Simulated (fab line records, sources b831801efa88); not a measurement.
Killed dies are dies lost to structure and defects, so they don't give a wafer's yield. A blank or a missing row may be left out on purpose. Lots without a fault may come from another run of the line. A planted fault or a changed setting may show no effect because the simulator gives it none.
fab line records | flow sky130
record lots=6 wafers=18 last_day=50
route steps=708 shown DNWELL@41 PWDE@45 NWELL@56 PAD_OPEN@708
lots that met no fault: from a run of the same line without faults
start_h: hours from the record's first day to the start of the lot's first wafer shown | wait_h: hours since the lot's step before | " the same as in the row above | L1.1+2: a row that stands for several wafers | - no value, or no start given | * or withheld: withheld | < > ~ a bound
route shown NAME@n: a module of which the file shows steps, and the number in the route of the first | usual: mean/standard deviation of fault-free wafers | same: alike in all rows | chamber/n: place in a boat | sites: the reading at each site | _std_site: their standard deviation | _edge_site: outer sites' mean less inner sites' | radius_mm: how far each site lies from the wafer's centre | mask NAME#n: copy n | behind: the tool/chamber that last shaped the wafer | hold: why the lot was held/for how many hours/how that ended | device: the transistor (n, p or np) that didn't switch | end of line: the same wafers' tests at the end of the route | a step without rows: its recipe alone | killed: dies lost to structure and defects at the first sort, not the wafer's yield | map: a wafer's dies, x killed, . not, _ none there
set.NAME: the setting as run; set.NAME@STEP: as run at that earlier step | model.NAME: the simulator's own value behind a step, which no gauge read
lots at some steps of the route; a table a step, a row a wafer
services: from which hour (start_h, from the record's first day; less than 0 if before it) a tool's chamber was out of use, for how many hours, and why
## steps
# step SKY_DNWELL_DEVELOP_06
# recipe wall_angle_deg=90 developer=TMAH develop_time_s=60 dev_temp_c=23
# step SKY_DNWELL_IMPLANT_07
# recipe species=P energy_kev=withheld dose_cm2=withheld tilt_deg=withheld
# step SKY_DNWELL_STRIP_08
# recipe chemistry=O2/N2 power_w=1400 pressure_mtorr=1500 platen_temp_c=withheld o2_flow_sccm=3000 n2_flow_sccm=300 overash_fraction=0.5
# usual drypump_motor_current_A=5.8/0.56 o2_flow_sccm=3000/9.1 oes_product_au=0.722/0.0044 strip_time_to_endpoint_s=36.85/0.12
# columns lot.wafer tool chamber start_h wait_h drypump_motor_current_A o2_flow_sccm oes_product_au rf_hours_counter_h strip_time_to_endpoint_s
L461.1 plasma_asher-01 1 75.34 0.1 4.9 2994 0.722 44 36.84
L461.5 " 0 " " 5.8 2987 0.720 - 36.89
L461.6 " 1 " " 4.9 2995 0.714 - 36.94
L462.2 plasma_asher-03 0 81.71 0.1 6.2 2997 0.715 38 36.90
L462.3 " 0 " " 6.2 3000 0.720 - 36.89
L462.5 " 0 " " 6.2 3005 0.722 - 36.87
L469.1 plasma_asher-03 1 109.66 0.1 5.6 2991 0.721 41 36.91
L469.3 " 1 " " 5.6 2980 0.723 - 36.96
L469.6 " 0 " " 6.2 2987 0.722 - 36.96
L471.1 plasma_asher-03 1 115.54 0.1 5.6 3020 0.719 42 36.68
L471.2 " 0 " " 6.2 2992 0.719 42 36.84
L471.6 " 0 " " 6.2 3008 0.726 - 36.75
L478.3 plasma_asher-03 1 151.93 0.1 5.6 2986 0.722 - 36.80
L478.5 " 1 " " 5.6 2991 0.717 - 36.82
L478.6 " 0 " " 6.2 3000 0.722 - 36.84
L481.2 plasma_asher-01 1 168.99 0.1 4.9 2991 0.720 54 36.88
L481.3 " 0 " " 5.8 2999 0.729 - 37.04
L481.4 " 1 " " 4.9 2991 0.719 - 36.92
# step SKY_DNWELL_TW_MEAS_09
# usual DNWELL_TW=1100/17
# columns lot.wafer tool chamber start_h wait_h DNWELL_TW
L461.1 film_metro-04 - 75.44 0.1 1089
L461.5 " - " " 1093
L461.6 " - " " 1097
L462.2 film_metro-01 - 81.82 0.1 1125
L462.3 " - " " 1128
L462.5 " - " " 1124
L469.1 film_metro-04 - 109.76 0.1 1085
L469.3 " - " " 1084
L469.6 " - " " 1092
L471.1 film_metro-01 - 115.64 0.1 1114
L471.2 " - " " 1121
L471.6 " - " " 1115
L478.3 film_metro-04 - 152.01 0.1 1078
L478.5 " - " " 1084
L478.6 " - " " 1084
L481.2 film_metro-01 - 169.10 0.1 1119
L481.3 " - " " 1119
L481.4 " - " " 1117
# step SKY_PWDE_DEHYDRATE_00
# recipe temp_c=200 time_s=60
# step SKY_PWDE_HMDS_01
# recipe prime_time_s=60 prime_temp_c=120
# step SKY_PWDE_COAT_02
# recipe spin_rpm=2000 resist_thk_nm=3000
# step SKY_PWDE_SOFTBAKE_03
# recipe temp_c=110 time_s=withheld
# step SKY_PWDE_EXPOSE_04
# recipe mask_id=PWDEM na=0.6 source_shape=conventional sigma_outer=0.6 polarization=unpolarized target_cd_nm=840 dose_mj=214
# step SKY_PWDE_PEB_05
# recipe temp_c=115 time_s=withheld
# step SKY_PWDE_DEVELOP_06
# recipe wall_angle_deg=90 developer=TMAH develop_time_s=60 dev_temp_c=23
# step SKY_PWDE_OVL_MEAS_07
# usual PWDE_OVL=-0.2/1.2
# columns lot.wafer tool chamber start_h wait_h PWDE_OVL[nm]
L461.1 overlay-02 - 91.56 - 0.1
L461.5 " - " " 1.0
L461.6 " - " " 0.6
L462.2 overlay-01 - 98.92 - 0.4
L462.3 " - " " 0.1
L462.5 " - " " 1.6
L469.1 overlay-02 - 127.56 - 0.7
L469.3 " - " " 1.1
L469.6 " - " " 0.4
L471.1 overlay-01 - 133.61 - -1.4
L471.2 " - " " -0.6
L471.6 " - " " -0.3
L478.3 overlay-01 - 171.67 - 0.9
L478.5 " - " " 0.8
L478.6 " - " " 0.6
L481.2 overlay-02 - 189.47 - 1.3
L481.3 " - " " 1.5
L481.4 " - " " 1.2
# step SKY_PWDE_IMPLANT_08
# recipe species=B energy_kev=150 dose_cm2=3.6e+12 tilt_deg=withheld
# usual beam_energy_keV=150.00/0.05 beam_on_s=10.00/0.21
# columns lot.wafer tool chamber start_h wait_h beam_energy_keV beam_on_s model.implant.drp_nm
L461.1 implanter-02 0 91.60 0.0 150.00 9.93 97.97
L461.5 " 0 " " 150.00 10.12 97.97
L461.6 " 0 " " 149.94 9.80 97.97
L462.2 implanter-04 0 98.97 0.0 149.98 9.70 97.97
L462.3 " 0 " " 149.98 9.74 97.97
L462.5 " 0 " " 150.01 10.29 97.97
L469.1 implanter-01 0 127.60 0.0 115.54 10.04 88.62
L469.3 " 0 " " 115.50 9.95 88.62
L469.6 " 0 " " 115.51 10.19 88.62
L471.1 implanter-01 0 133.65 0.0 115.47 10.18 88.62
L471.2 " 0 " " 115.49 10.14 88.62
L471.6 " 0 " " 115.55 10.15 88.62
L478.3 implanter-02 0 171.75 0.1 150.05 9.88 97.97
L478.5 " 0 " " 150.02 9.90 97.97
L478.6 " 0 " " 150.01 10.16 97.97
L481.2 implanter-04 0 189.52 0.0 150.01 10.02 97.97
L481.3 " 0 " " 149.97 10.28 97.97
L481.4 " 0 " " 150.00 9.99 97.97
# step SKY_PWDE_STRIP_09
# recipe chemistry=O2/N2 power_w=1400 pressure_mtorr=1500 platen_temp_c=withheld o2_flow_sccm=3000 n2_flow_sccm=300 overash_fraction=0.5
# usual drypump_motor_current_A=5.8/0.5 o2_flow_sccm=3000/9.1 oes_product_au=0.722/0.0049 strip_time_to_endpoint_s=36.92/0.087
# columns lot.wafer tool chamber start_h wait_h drypump_motor_current_A o2_flow_sccm oes_product_au rf_hours_counter_h strip_time_to_endpoint_s
L461.1 plasma_asher-03 1 91.75 0.1 5.6 2993 0.723 39 37.05
L461.5 " 0 " " 6.2 2998 0.722 - 37.01
L461.6 " 1 " " 5.6 3014 0.721 - 36.94
L462.2 plasma_asher-03 0 99.10 0.1 6.2 3009 0.723 40 36.87
L462.3 " 1 " " 5.6 2997 0.715 - 36.84
L462.5 " 1 " " 5.6 2999 0.717 - 36.76
L469.1 plasma_asher-04 1 127.75 0.1 5.9 2997 0.711 30 37.03
L469.3 " 0 " " 5.0 2989 0.729 - 36.97
L469.6 " 0 " " 5.0 2998 0.721 - 36.98
L471.1 plasma_asher-02 0 133.80 0.1 6.6 2983 0.726 1 36.72
L471.2 " 1 " " 5.7 2994 0.719 1 36.83
L471.6 " 1 " " 5.7 2994 0.721 - 36.82
L478.3 plasma_asher-03 0 171.88 0.1 6.2 2993 0.716 - 36.87
L478.5 " 1 " " 5.6 3002 0.722 - 36.86
L478.6 " 0 " " 6.2 2981 0.718 - 36.78
L481.2 plasma_asher-02 0 189.65 0.1 6.7 3015 0.723 7 36.76
L481.3 " 1 " " 5.7 2991 0.720 - 36.78
L481.4 " 0 " " 6.6 3018 0.719 - 36.88
# step SKY_PWDE_TW_MEAS_10
# usual PWDE_TW=370/6
# columns lot.wafer tool chamber start_h wait_h PWDE_TW
L461.1 film_metro-01 - 91.85 0.1 378
L461.5 " - " " 377
L461.6 " - " " 377
L462.2 film_metro-04 - 99.21 0.1 363
L462.3 " - " " 364
L462.5 " - " " 362
L469.1 film_metro-01 - 127.85 0.1 370
L469.3 " - " " 371
L469.6 " - " " 372
L471.1 film_metro-03 - 133.90 0.1 364
L471.2 " - " " 365
L471.6 " - " " 365
L478.3 film_metro-03 - 171.97 0.1 367
L478.5 " - " " 368
L478.6 " - " " 368
L481.2 film_metro-04 - 189.76 0.1 364
L481.3 " - " " 365
L481.4 " - " " 366
# step SKY_NWELL_DEHYDRATE_03
# recipe temp_c=200 time_s=60
# step SKY_NWELL_HMDS_04
# recipe prime_time_s=60 prime_temp_c=120
# step SKY_NWELL_COAT_05
# recipe spin_rpm=2000 resist_thk_nm=3000
# step SKY_NWELL_SOFTBAKE_06
# recipe temp_c=110 time_s=withheld
# step SKY_NWELL_EXPOSE_07
# recipe mask_id=NWM na=0.6 source_shape=conventional sigma_outer=0.6 polarization=unpolarized target_cd_nm=840 dose_mj=255
# step SKY_NWELL_PEB_08
# recipe temp_c=115 time_s=withheld
# step SKY_NWELL_DEVELOP_09
# recipe wall_angle_deg=90 developer=TMAH develop_time_s=60 dev_temp_c=23
# step SKY_NWELL_OVL_MEAS_10
# usual NWELL_00_OVL=0.3/1.3
# columns lot.wafer tool chamber start_h wait_h NWELL_00_OVL[nm]
L461.1 overlay-02 - 109.86 - -0.3
L461.5 " - " " 1.0
L461.6 " - " " 0.1
L462.2 overlay-01 - 117.78 - 2.5
L462.3 " - " " 2.0
L462.5 " - " " 2.6
L469.1 overlay-01 - 146.44 - 2.4
L469.3 " - " " 1.2
L469.6 " - " " 0.9
L471.1 overlay-02 - 152.44 - -0.1
L471.2 " - " " -0.1
L471.6 " - " " -0.1
L478.3 overlay-01 - 192.93 - -2.1
L478.5 " - " " -1.2
L478.6 " - " " -0.9
L481.2 overlay-02 - 211.58 - 0.1
L481.3 " - " " -0.3
L481.4 " - " " 0.6
# step SKY_NWELL_IMPLANT_11
# recipe species=P energy_kev=400 dose_cm2=1.9e+13 tilt_deg=withheld
# step SKY_NWELL_IMPLANT_12
# recipe species=P energy_kev=120 dose_cm2=1.3e+12 tilt_deg=withheld
# step SKY_NWELL_IMPLANT_13
# recipe species=P energy_kev=50 dose_cm2=7e+11 tilt_deg=withheld
# step SKY_NWELL_STRIP_14
# recipe chemistry=O2/N2 power_w=1400 pressure_mtorr=1500 platen_temp_c=withheld o2_flow_sccm=3000 n2_flow_sccm=300 overash_fraction=0.5
# usual drypump_motor_current_A=5.5/0.46 o2_flow_sccm=3000/7.9 oes_product_au=0.723/0.0052 strip_time_to_endpoint_s=36.89/0.11
# columns lot.wafer tool chamber start_h wait_h drypump_motor_current_A o2_flow_sccm oes_product_au rf_hours_counter_h strip_time_to_endpoint_s
L461.1 plasma_asher-04 0 110.35 0.1 5.0 2988 0.719 28 36.87
L461.5 " 1 " " 5.9 3002 0.723 - 36.91
L461.6 " 0 " " 5.0 2990 0.716 - 36.80
L462.2 plasma_asher-04 0 118.26 0.1 5.0 3002 0.726 29 36.84
L462.3 " 1 " " 5.9 2998 0.712 - 36.92
L462.5 " 0 " " 5.0 2996 0.725 - 36.71
L469.1 plasma_asher-01 0 146.93 0.1 5.8 3010 0.724 52 36.87
L469.3 " 0 " " 5.8 2989 0.725 - 36.84
L469.6 " 0 " " 5.8 2994 0.718 - 36.79
L471.1 plasma_asher-04 1 152.93 0.1 5.8 2998 0.719 32 37.15
L471.2 " 0 " " 5.0 3003 0.728 32 37.10
L471.6 " 1 " " 5.9 2997 0.729 - 37.07
L478.3 plasma_asher-04 0 193.44 0.1 5.0 3001 0.735 - 36.57
L478.5 " 0 " " 5.0 2999 0.732 - 36.69
L478.6 " 1 " " 5.9 3021 0.730 - 36.72
L481.2 plasma_asher-03 0 212.06 0.1 6.2 2993 0.720 51 37.06
L481.3 " 0 " " 6.2 2993 0.724 - 37.06
L481.4 " 1 " " 5.6 2994 0.719 - 37.05
# step SKY_NWELL_TW_MEAS_15
# usual NWELL_TW=1796/25
# columns lot.wafer tool chamber start_h wait_h NWELL_TW
L461.1 film_metro-01 - 110.45 0.1 1827
L461.5 " - " " 1817
L461.6 " - " " 1825
L462.2 film_metro-01 - 118.37 0.1 1827
L462.3 " - " " 1826
L462.5 " - " " 1820
L469.1 film_metro-04 - 147.03 0.1 1763
L469.3 " - " " 1763
L469.6 " - " " 1766
L471.1 film_metro-03 - 153.03 0.1 1793
L471.2 " - " " 1800
L471.6 " - " " 1792
L478.3 film_metro-04 - 193.53 0.1 1770
L478.5 " - " " 1770
L478.6 " - " " 1768
L481.2 film_metro-03 - 212.17 0.1 1794
L481.3 " - " " 1799
L481.4 " - " " 1797
# step SKY_NWELL_DEHYDRATE_16
# recipe temp_c=200 time_s=60
# step SKY_NWELL_HMDS_17
# recipe prime_time_s=60 prime_temp_c=120
# step SKY_NWELL_COAT_18
# recipe spin_rpm=2000 resist_thk_nm=3000
# step SKY_NWELL_SOFTBAKE_19
# recipe temp_c=110 time_s=withheld
# step SKY_NWELL_EXPOSE_20
# recipe mask_id=NWM_COMPLEMENT na=0.6 source_shape=conventional sigma_outer=0.6 polarization=unpolarized target_cd_nm=840 dose_mj=260
# step SKY_NWELL_PEB_21
# recipe temp_c=115 time_s=withheld
# step SKY_NWELL_DEVELOP_22
# recipe wall_angle_deg=90 developer=TMAH develop_time_s=60 dev_temp_c=23
# step SKY_NWELL_OVL_MEAS_23
# usual NWELL_01_OVL=-1.2/1.3
# columns lot.wafer tool chamber start_h wait_h NWELL_01_OVL[nm]
L461.1 overlay-01 - 127.29 - -1.8
L461.5 " - " " -2.0
L461.6 " - " " -3.3
L462.2 overlay-01 - 136.75 - -0.6
L462.3 " - " " -0.8
L462.5 " - " " -0.2
L469.1 overlay-02 - 165.82 - -1.4
L469.3 " - " " -1.9
L469.6 " - " " -1.1
L471.1 overlay-01 - 172.92 - -2.8
L471.2 " - " " -2.6
L471.6 " - " " -3.6
L478.3 overlay-01 - 215.76 - -1.9
L478.5 " - " " -1.2
L478.6 " - " " -3.2
L481.2 overlay-01 - 234.31 - -1.1
L481.3 " - " " -1.1
L481.4 " - " " -1.2
# step SKY_NWELL_IMPLANT_24
# recipe species=B energy_kev=140 dose_cm2=9.2e+12 tilt_deg=withheld
# step SKY_NWELL_STRIP_25
# recipe chemistry=O2/N2 power_w=1400 pressure_mtorr=1500 platen_temp_c=withheld o2_flow_sccm=3000 n2_flow_sccm=300 overash_fraction=0.5
# usual drypump_motor_current_A=5.5/0.47 o2_flow_sccm=2998/8.9 oes_product_au=0.723/0.0046 strip_time_to_endpoint_s=36.89/0.11
# columns lot.wafer tool chamber start_h wait_h drypump_motor_current_A o2_flow_sccm oes_product_au rf_hours_counter_h strip_time_to_endpoint_s
L461.1 plasma_asher-03 0 127.48 0.1 6.2 2987 0.720 43 36.89
L461.5 " 1 " " 5.5 3015 0.715 - 36.81
L461.6 " 0 " " 6.2 2991 0.722 - 36.80
L462.2 plasma_asher-01 0 136.93 0.1 5.8 2997 0.720 51 36.96
L462.3 " 0 " " 5.8 2981 0.720 - 36.92
L462.5 " 1 " " 4.9 3002 0.719 - 36.95
L469.1 plasma_asher-04 0 166.01 0.1 5.0 2993 0.726 34 36.73
L469.3 " 1 " " 5.9 2995 0.723 - 36.73
L469.6 " 0 " " 5.0 2997 0.711 - 36.81
L471.1 plasma_asher-01 1 173.11 0.1 4.9 3012 0.727 54 36.72
L471.2 " 0 " " 5.8 3003 0.724 54 36.74
L471.6 " 1 " " 4.9 3016 0.734 - 36.69
L478.3 plasma_asher-03 0 215.96 0.1 6.2 3002 0.717 - 36.93
L478.5 " 1 " " 5.6 3000 0.720 - 37.01
L478.6 " 0 " " 6.2 2998 0.719 - 36.97
L481.2 plasma_asher-01 1 234.49 0.1 4.9 2989 0.723 61 36.96
L481.3 " 0 " " 5.8 3002 0.725 - 36.93
L481.4 " 1 " " 4.9 2992 0.722 - 36.91
# step SKY_NWELL_TW_MEAS_26
# usual NWELL_2_TW=490/7.7
# columns lot.wafer tool chamber start_h wait_h NWELL_2_TW
L461.1 film_metro-04 - 127.58 0.1 482
L461.5 " - " " 483
L461.6 " - " " 481
L462.2 film_metro-01 - 137.04 0.1 504
L462.3 " - " " 504
L462.5 " - " " 499
L469.1 film_metro-04 - 166.11 0.1 481
L469.3 " - " " 484
L469.6 " - " " 484
L471.1 film_metro-01 - 173.21 0.1 498
L471.2 " - " " 497
L471.6 " - " " 501
L478.3 film_metro-04 - 216.05 0.1 486
L478.5 " - " " 484
L478.6 " - " " 486
L481.2 film_metro-04 - 234.60 0.1 486
L481.3 " - " " 484
L481.4 " - " " 483
# step SKY_NWELL_CLEAN_27
# recipe chemistry=SC1/SC2 mix=1:4:20 temp_c=70 time_s=150 dry=n2_spin
# step SKY_NWELL_RTA_28
# recipe temp_c=1050 time_s=30 idle_temp_c=650 ramp_up_c_per_s=150 ramp_down_c_per_s=90 ambient=N2
# usual anneal_temp_c_max=1054.5/0.94 lamp_power_pct=25.31/0.047 wafer_temp_C_max=1054.8/0.92
# columns lot.wafer tool chamber start_h wait_h anneal_temp_c_max lamp_power_pct wafer_temp_C_max
L461.1 rtp_anneal-01 0 127.69 0.0 1055.0 25.35 1053.9
L461.5 " 0 " " 1052.8 25.30 1053.2
L461.6 " 0 " " 1054.5 25.31 1056.0
L462.2 rtp_anneal-01 0 137.16 0.0 1053.3 25.26 1056.0
L462.3 " 0 " " 1053.0 25.34 1056.5
L462.5 " 0 " " 1054.7 25.27 1054.4
L469.1 rtp_anneal-02 0 166.22 0.0 1057.2 25.26 1054.9
L469.3 " 0 " " 1054.6 25.35 1054.1
L469.6 " 0 " " 1056.3 25.33 1054.7
L471.1 rtp_anneal-02 0 173.32 0.0 1055.2 25.32 1054.7
L471.2 " 0 " " 1054.6 25.30 1054.9
L471.6 " 0 " " 1054.1 25.32 1055.8
L478.3 rtp_anneal-02 0 216.17 0.0 1055.5 25.36 1056.0
L478.5 " 0 " " 1054.3 25.19 1054.4
L478.6 " 0 " " 1054.6 25.33 1054.5
L481.2 rtp_anneal-01 0 234.73 0.0 1052.8 25.24 1055.3
L481.3 " 0 " " 1053.3 25.39 1055.5
L481.4 " 0 " " 1055.0 25.27 1055.9
# step SKY_NWELL_RS_MEAS_29
# recipe thk_meas_gauge=four-point-probe
# usual NWELL_RS=625.5/1.3
# columns lot.wafer tool chamber start_h wait_h NWELL_RS[ohm/sq]
L461.1 film_metro-03 - 127.79 0.1 623.9
L461.5 " - " " 624.6
L461.6 " - " " 623.1
L462.2 film_metro-04 - 137.26 0.1 627.3
L462.3 " - " " 625.2
L462.5 " - " " 627.2
L469.1 film_metro-03 - 166.32 0.1 626.2
L469.3 " - " " 627.3
L469.6 " - " " 626.8
L471.1 film_metro-04 - 173.42 0.1 626.7
L471.2 " - " " 627.5
L471.6 " - " " 628.0
L478.3 film_metro-03 - 216.28 0.1 627.4
L478.5 " - " " 625.1
L478.6 " - " " 625.9
L481.2 film_metro-01 - 234.83 0.1 624.5
L481.3 " - " " 624.9
L481.4 " - " " 624.9
# step SKY_NWELL_RS_MEAS_31
# recipe thk_meas_gauge=four-point-probe
# usual PWDE_RS=5290/19
# columns lot.wafer tool chamber start_h wait_h PWDE_RS[ohm/sq]
L461.1 film_metro-03 - 128.03 0.1 5276
L461.5 " - " " 5293
L461.6 " - " " 5285
L462.2 film_metro-04 - 137.50 0.1 5290
L462.3 " - " " 5283
L462.5 " - " " 5281
L469.1 film_metro-03 - 166.56 0.1 5370
L469.3 " - " " 5369
L469.6 " - " " 5359
L471.1 film_metro-04 - 173.66 0.1 5345
L471.2 " - " " 5343
L471.6 " - " " 5347
L478.3 film_metro-03 - 216.52 0.1 5298
L478.5 " - " " 5293
L478.6 " - " " 5280
L481.2 film_metro-01 - 235.07 0.1 5268
L481.3 " - " " 5261
L481.4 " - " " 5278
# step SKY_PAD_OPEN_PROBE_99
# usual killed_at_M0_to_M3=44/6.5 killed_at_M4_up=3.3/1.9 killed_at_contacts=24/5.3 killed_at_front_end=15/4.5 killed_at_other=0.3/0.58 killed_dies=87/9.3 killed_open=48/6.6 killed_short=39/6.1
# same gross_dies=492 killed_at_back_side=0
# columns lot.wafer tool chamber start_h wait_h killed_at_M0_to_M3 killed_at_M4_up killed_at_contacts killed_at_front_end killed_at_other killed_dies killed_open killed_short model.etest.res_p_drift_20v.line_ohm_um model.etest.res_p_drift_20v.rs_ohm_sq
L461.1 prober-01 - 1104.73 0.1 37 4 30 17 0 88 56 32 1.249e+04 1.028e+04
L461.5 prober-01 - 1104.93 0.2 55 2 17 14 0 88 55 33 1.246e+04 1.038e+04
L461.6 prober-01 - 1104.98 0.2 43 3 23 16 0 85 44 41 1.25e+04 1.027e+04
L462.2 prober-01 - 1106.78 0.1 37 6 18 14 0 75 39 36 1.2e+04 1.003e+04
L462.3 prober-01 - 1106.83 0.2 44 6 19 17 0 86 50 36 1.234e+04 1.019e+04
L462.5 prober-01 - 1106.93 0.2 35 1 16 16 0 68 44 24 1.19e+04 9843
L469.1 prober-01 - 1140.68 0.1 49 4 26 14 0 93 47 46 2.962e+04 2.436e+04
L469.3 prober-01 - 1140.78 0.2 42 3 25 11 0 81 39 42 3.24e+04 2.737e+04
L469.6 prober-01 - 1140.93 0.2 46 2 30 12 0 90 56 34 2.694e+04 2.249e+04
L471.1 prober-01 - 1143.99 0.1 37 2 21 15 0 75 42 33 3.561e+04 2.975e+04
L471.2 prober-01 - 1144.04 0.1 58 6 23 10 0 97 56 41 3.074e+04 2.558e+04
L471.6 prober-01 - 1144.24 0.2 39 4 31 18 0 92 51 41 3.685e+04 3.025e+04
L478.3 prober-02 - 1177.85 0.2 41 4 36 11 0 92 44 48 1.099e+04 9146
L478.5 prober-02 - 1177.95 0.2 36 3 24 21 3 87 49 38 1.067e+04 8947
L478.6 prober-02 - 1178.00 0.2 47 5 27 9 1 89 48 41 1.074e+04 8898
L481.2 prober-01 - 1192.69 0.1 44 3 31 11 0 89 50 39 1.078e+04 9001
L481.3 prober-01 - 1192.74 0.2 35 5 17 17 1 75 47 28 1.063e+04 8890
L481.4 prober-01 - 1192.79 0.2 40 5 29 8 0 82 50 32 1.095e+04 9095
# killed by level:class
L461.1 LI_CONTACT:geometric_particle:open=12 VIA1:geometric_particle:open=11 CONTACT:geometric_particle:short=9 FIELD_ISO:geometric_particle:short=7 CONTACT:geometric_particle:open=6 VIA2:geometric_particle:open=6 VIA3:geometric_particle:open=6 FIELD_ISO:geometric_particle:open=5
L461.5 VIA1:geometric_particle:open=11 CONTACT:geometric_particle:open=9 METAL1:geometric_particle:short=9 VIA2:geometric_particle:open=7 VIA3:geometric_particle:open=7 METAL2:geometric_particle:short=5 LI_CONTACT:geometric_particle:open=4 METAL1:geometric_particle:open=4
L461.6 VIA3:geometric_particle:open=9 CONTACT:geometric_particle:open=8 FIELD_ISO:geometric_particle:short=7 VIA1:geometric_particle:open=7 VIA2:geometric_particle:open=7 FIELD_ISO:geometric_particle:open=6 LOCAL_INTERCONNECT:geometric_particle:short=5 VIA1:geometric_particle:short=5
L462.2 VIA3:geometric_particle:open=7 LI_CONTACT:geometric_particle:open=6 CONTACT:geometric_particle:open=6 METAL2:geometric_particle:short=6 POLY_GATE:geometric_particle:open=4 LOCAL_INTERCONNECT:geometric_particle:short=4 VIA1:geometric_particle:open=4 VIA1:geometric_particle:short=4
L462.3 VIA1:geometric_particle:open=12 CONTACT:geometric_particle:open=11 POLY_GATE:geometric_particle:short=7 VIA2:geometric_particle:open=6 POLY_GATE:geometric_particle:open=5 METAL2:geometric_particle:short=5 METAL1:geometric_particle:short=5 VIA3:geometric_particle:open=5
L462.5 VIA1:geometric_particle:open=14 CONTACT:geometric_particle:open=8 FIELD_ISO:geometric_particle:short=7 FIELD_ISO:geometric_particle:open=4 LI_CONTACT:geometric_particle:open=4 VIA3:geometric_particle:open=4 VIA1:geometric_particle:short=3 METAL2:geometric_particle:short=3
L469.1 LI_CONTACT:geometric_particle:open=10 FIELD_ISO:geometric_particle:open=9 VIA1:geometric_particle:open=9 METAL1:geometric_particle:short=6 VIA2:geometric_particle:short=6 CONTACT:geometric_particle:short=5 VIA1:geometric_particle:short=5 METAL2:geometric_particle:short=5
L469.3 VIA1:geometric_particle:short=9 VIA1:geometric_particle:open=7 VIA2:geometric_particle:open=7 CONTACT:geometric_particle:open=6 LI_CONTACT:geometric_particle:open=5 LI_CONTACT:geometric_particle:short=5 CONTACT:geometric_particle:short=5 FIELD_ISO:geometric_particle:short=3
L469.6 CONTACT:geometric_particle:open=13 VIA1:geometric_particle:open=11 LI_CONTACT:geometric_particle:open=9 VIA1:geometric_particle:short=7 METAL1:geometric_particle:short=6 VIA2:geometric_particle:open=5 METAL2:geometric_particle:short=4 METAL1:geometric_particle:open=4
L471.1 VIA2:geometric_particle:open=10 LI_CONTACT:geometric_particle:open=6 CONTACT:geometric_particle:open=6 CONTACT:geometric_particle:short=6 VIA3:geometric_particle:open=6 METAL2:geometric_particle:short=5 FIELD_ISO:geometric_particle:short=4 VIA1:geometric_particle:open=4
L471.2 VIA1:geometric_particle:open=15 VIA2:geometric_particle:open=10 VIA3:geometric_particle:open=9 CONTACT:geometric_particle:open=9 METAL2:geometric_particle:short=7 LI_CONTACT:geometric_particle:open=5 CONTACT:geometric_particle:short=5 METAL3:geometric_particle:short=5
L471.6 VIA1:geometric_particle:open=14 LI_CONTACT:geometric_particle:open=10 CONTACT:geometric_particle:open=8 METAL2:geometric_particle:short=6 FIELD_ISO:geometric_particle:short=5 LOCAL_INTERCONNECT:geometric_particle:short=5 SPACER:geometric_particle:short=4 VIA2:geometric_particle:open=4
L478.3 LOCAL_INTERCONNECT:geometric_particle:short=13 VIA3:geometric_particle:open=8 LI_CONTACT:geometric_particle:open=7 CONTACT:geometric_particle:open=7 CONTACT:geometric_particle:short=6 VIA2:geometric_particle:open=5 VIA1:geometric_particle:open=5 VIA1:geometric_particle:short=5
L478.5 POLY_GATE:geometric_particle:short=9 LI_CONTACT:geometric_particle:open=9 VIA1:geometric_particle:open=8 CONTACT:geometric_particle:open=8 VIA1:geometric_particle:short=6 VIA2:geometric_particle:open=6 FIELD_ISO:geometric_particle:open=5 METAL2:geometric_particle:short=5
L478.6 VIA1:geometric_particle:open=12 CONTACT:geometric_particle:open=11 VIA3:geometric_particle:open=7 METAL1:geometric_particle:short=6 VIA1:geometric_particle:short=6 METAL2:geometric_particle:short=5 METAL4:geometric_particle:short=5 LI_CONTACT:geometric_particle:short=4
L481.2 CONTACT:geometric_particle:open=14 VIA1:geometric_particle:open=9 VIA2:geometric_particle:open=8 FIELD_ISO:geometric_particle:short=5 CONTACT:geometric_particle:short=5 METAL2:geometric_particle:short=5 VIA3:geometric_particle:open=5 LI_CONTACT:geometric_particle:open=4
L481.3 VIA1:geometric_particle:open=10 POLY_GATE:geometric_particle:open=7 CONTACT:geometric_particle:open=7 VIA1:geometric_particle:short=5 VIA3:geometric_particle:open=5 FIELD_ISO:geometric_particle:open=4 LI_CONTACT:geometric_particle:open=3 LOCAL_INTERCONNECT:geometric_particle:short=3
L481.4 CONTACT:geometric_particle:open=16 VIA1:geometric_particle:open=10 LI_CONTACT:geometric_particle:open=6 VIA3:geometric_particle:open=5 CONTACT:geometric_particle:short=4 METAL2:geometric_particle:short=4 VIA2:geometric_particle:open=4 METAL3:geometric_particle:short=4
## services
# columns tool chamber start_h hours kind
plasma_asher-01 - 56.42 0.6 repair
implanter-04 - 66.36 2.1 pm
plasma_asher-04 - 70.29 3.5 repair
plasma_asher-04 - 73.01 2.0 repair
plasma_asher-03 - 73.02 3.2 repair
plasma_asher-01 - 91.38 0.6 repair
plasma_asher-04 - 103.70 2.8 pm
implanter-02 - 104.59 4.5 repair
plasma_asher-02 - 108.75 9.0 pm
plasma_asher-02 0 108.75 9.0 vent_cycle
plasma_asher-02 1 108.75 9.0 vent_cycle
plasma_asher-02 0 117.75 - clean
plasma_asher-02 1 117.75 - clean
implanter-04 - 122.96 3.3 repair
implanter-02 - 126.77 19.8 pm
implanter-04 - 166.28 1.1 repair
rtp_anneal-01 - 171.39 53.1 pm
plasma_asher-04 - 173.80 4.0 repair
implanter-02 - 182.18 3.9 repair
implanter-02 - 212.07 6.0 repair
implanter-02 - 223.88 3.5 pm
plasma_asher-04 - 224.96 14.6 pm
implanter-02 - 227.36 4.0 pm
## key
first_sign step=SKY_PWDE_IMPLANT_08 reading=beam_energy_keV direction=down sigmas=99+ usual=* struck=*
effect step=SKY_NWELL_RS_MEAS_31 reading=PWDE_RS direction=up sigmas=3.4 usual=5290 struck=5356
model_effect step=SKY_PWDE_IMPLANT_08 value=implant.drp_nm without=97.97 struck=88.62
model_effect step=SKY_PAD_OPEN_PROBE_99 value=etest.res_p_drift_20v.line_ohm_um without=1.133e+04 struck=3.203e+04
met_at SKY_PWDE_IMPLANT_08
struck_wafers L469.1,L469.3,L469.6,L471.1,L471.2,L471.6
tester_left_out L469,L471
fault kind=process_parameter_drift tool=implanter-01 chamber=- onset_h=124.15 steps=SKY_PWDE_IMPLANT_08 channel=energy_kev offset=* shape=step end_h=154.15 acts_in=* stated=*
# tester_left_out: of these lots the tester's yield and bins aren't shown, on N5 and GAA mostly nor the transistor test; their killed dies are dies lost to structure and defects alone, not to doping, threshold or leakage, so they don't give the yield
